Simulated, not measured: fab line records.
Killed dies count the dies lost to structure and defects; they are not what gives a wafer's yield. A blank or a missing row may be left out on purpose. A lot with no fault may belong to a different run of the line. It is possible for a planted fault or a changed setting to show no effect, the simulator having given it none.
A lot that was struck, set against a sound lot | flow gf180mcu | 45 out of 602 route steps
Sound: these wafers, L193.1, L193.2, L193.3. Struck: wafers L206.2, L206.3, L206.6. At the end, the cause is stated.
Each step with rows lists, per side, the tool, then ch with its chambers, then its first start. Under that, the readings that differ: sound wafers | struck wafers | difference of the means | sigmas: that difference in standard deviations of wafers without a fault.
alike: readings with means less than 2 such deviations apart, plus words and numbers identical on both sides. not compared: withheld readings, readings lacking a value on some wafer, bounds such as >300 that could conceal the same value, and numbers that have no deviation in the record and whose values overlap.
A row with sigmas, a row that says differs or no value, or rows on one side alone: a step with any of these is where the two part. Numbers that have no deviation but don't overlap get no sigmas and don't part them. A reading missing from all wafers of one side parts the sides only when that side holds two or more wafers.

first, 5 steps without rows for these wafers: GF_MVSD_COAT_02 (resist thk 3000 nm); GF_MVSD_SOFTBAKE_03; GF_MVSD_EXPOSE_04 (exposes mask MVSD, target cd 1000 nm); GF_MVSD_PEB_05; GF_MVSD_DEVELOP_06 (develop time 60 s).
GF_MVSD_OVL_MEAS_07:
  sound on overlay-02 at day 5 16:35; struck on overlay-01 at day 8 20:05
  alike: MVSD_OVL
then, 2 steps without rows for these wafers: GF_MVSD_IMPLANT_08; GF_MVSD_IMPLANT_09.
GF_MVSD_STRIP_10: strips in O2/N2.
  sound on plasma_asher-01 ch 0,1, day 5 16:56; struck on plasma_asher-01 ch 0,1, day 8 20:25
  alike: drypump_motor_current_A, heater_power_w, oes_product_au, strip_time_to_endpoint_s
  not compared: rf_hours_counter_h
GF_MVSD_TW_MEAS_11:
  sound on film_metro-02 at day 5 17:02; struck on film_metro-03 at day 8 20:31
  alike: MVSD_TW
then, 2 steps without rows for these wafers: GF_MVPSD_DEHYDRATE_00 (time 60 s); GF_MVPSD_HMDS_01 (prime time 60 s).
GF_MVPSD_COAT_02: resist thk 3000 nm.
  struck on litho_track-02, day 9 04:43; sound on litho_track-02 ch 0, day 5 23:08
  no value came back on the struck wafers for chill_plate_temp_C (C), dispense_pressure_kPa (kPa); on the sound wafers chill_plate_temp_C (C) reads 22.81 22.98 22.88
then, 4 steps without rows for these wafers: GF_MVPSD_SOFTBAKE_03; GF_MVPSD_EXPOSE_04 (exposes mask MVPSD, target cd 1000 nm); GF_MVPSD_PEB_05; GF_MVPSD_DEVELOP_06 (develop time 60 s).
GF_MVPSD_OVL_MEAS_07:
  sound on overlay-01 at day 6 06:56; struck on overlay-01 at day 9 13:01
  reading        | sound         | struck | difference                    | sigmas
  MVPSD_OVL (nm) | -1.2 -0.1 0.2 | - - -  | no value on the struck wafers |
then, 2 steps without rows for these wafers: GF_MVPSD_IMPLANT_08; GF_MVPSD_IMPLANT_09.
GF_MVPSD_STRIP_10: strips in O2/N2.
  sound on plasma_asher-04 ch 0,1, day 6 07:16; struck on plasma_asher-02 ch 0,1, day 9 13:21
  no value came back on the struck wafers for oes_product_au (a.u.), strip_time_to_endpoint_s (s); on the sound wafers oes_product_au (a.u.) reads 0.724 0.718 0.720
  alike: drypump_motor_current_A, heater_power_w
  not compared: rf_hours_counter_h
GF_MVPSD_TW_MEAS_11:
  sound on film_metro-02 at day 6 07:22; struck on film_metro-03 at day 9 13:28
  alike: MVPSD_TW
then, 7 steps without rows for these wafers: GF_VT_IMPLANT_DEHYDRATE_00 (time 60 s); GF_VT_IMPLANT_HMDS_01 (prime time 60 s); GF_VT_IMPLANT_COAT_02 (resist thk 1000 nm); GF_VT_IMPLANT_SOFTBAKE_03 (time 60 s); GF_VT_IMPLANT_EXPOSE_04 (exposes mask LVPWELL LV AREA, target cd 600 nm); GF_VT_IMPLANT_PEB_05; GF_VT_IMPLANT_DEVELOP_06 (develop time 60 s).
GF_VT_IMPLANT_OVL_MEAS_07:
  sound on overlay-02 at day 6 21:41; struck on overlay-01 at day 10 06:49
  alike: VT_IMPLANT_OVL
after that, 1 step had no rows for these wafers: GF_VT_IMPLANT_IMPLANT_08.
GF_VT_IMPLANT_STRIP_09: strips in O2/N2.
  sound on plasma_asher-03 ch 0,1, day 6 21:53; struck on plasma_asher-03 ch 0,1, day 10 06:59
  alike: drypump_motor_current_A, heater_power_w, oes_product_au, strip_time_to_endpoint_s
  not compared: rf_hours_counter_h
GF_VT_IMPLANT_TW_MEAS_10:
  sound on film_metro-01 at day 6 21:59; struck on film_metro-01 at day 10 07:06
  reading       | sound       | struck      | difference | sigmas
  VT_IMPLANT_TW | 558 555 557 | 679 685 683 | +126       | +30
then, 7 steps without rows for these wafers: GF_VT_IMPLANT_DEHYDRATE_11 (time 60 s); GF_VT_IMPLANT_HMDS_12 (prime time 60 s); GF_VT_IMPLANT_COAT_13 (resist thk 1000 nm); GF_VT_IMPLANT_SOFTBAKE_14 (time 60 s); GF_VT_IMPLANT_EXPOSE_15 (exposes mask Nwell LV AREA, target cd 860 nm); GF_VT_IMPLANT_PEB_16; GF_VT_IMPLANT_DEVELOP_17 (develop time 60 s).
GF_VT_IMPLANT_OVL_MEAS_18:
  sound on overlay-01 at day 7 13:13; struck on overlay-02 at day 11 01:10
  reading                | sound         | struck      | difference | sigmas
  VT_IMPLANT_01_OVL (nm) | -1.4 0.6 -1.0 | 2.6 4.4 3.2 | +4.0       | +3
after that, 1 step had no rows for these wafers: GF_VT_IMPLANT_IMPLANT_19.
GF_VT_IMPLANT_TW_MEAS_21:
  sound on film_metro-01 at day 7 13:30; struck on film_metro-03 at day 11 01:27
  reading         | sound          | struck         | difference | sigmas
  VT_IMPLANT_2_TW | 1200 1205 1209 | 1245 1249 1245 | +42        | +5
GF_VT_IMPLANT_TW_MEAS_32:
  sound on film_metro-01 at day 8 05:53; struck on film_metro-04 at day 11 20:20
  reading         | sound             | struck            | difference | sigmas
  VT_IMPLANT_3_TW | 265.6 265.6 267.2 | 561.2 561.7 559.6 | +294.7     | +99 or more
GF_VT_IMPLANT_TW_MEAS_43:
  sound on film_metro-03 at day 8 22:20; struck on film_metro-01 at day 12 15:51
  reading         | sound       | struck      | difference | sigmas
  VT_IMPLANT_4_TW | 694 691 687 | 774 773 772 | +82        | +17

WHERE THEY PART
First at GF_MVPSD_COAT_02; last, within this record, at GF_VT_IMPLANT_TW_MEAS_43.

WHY: the cause the simulator had injected
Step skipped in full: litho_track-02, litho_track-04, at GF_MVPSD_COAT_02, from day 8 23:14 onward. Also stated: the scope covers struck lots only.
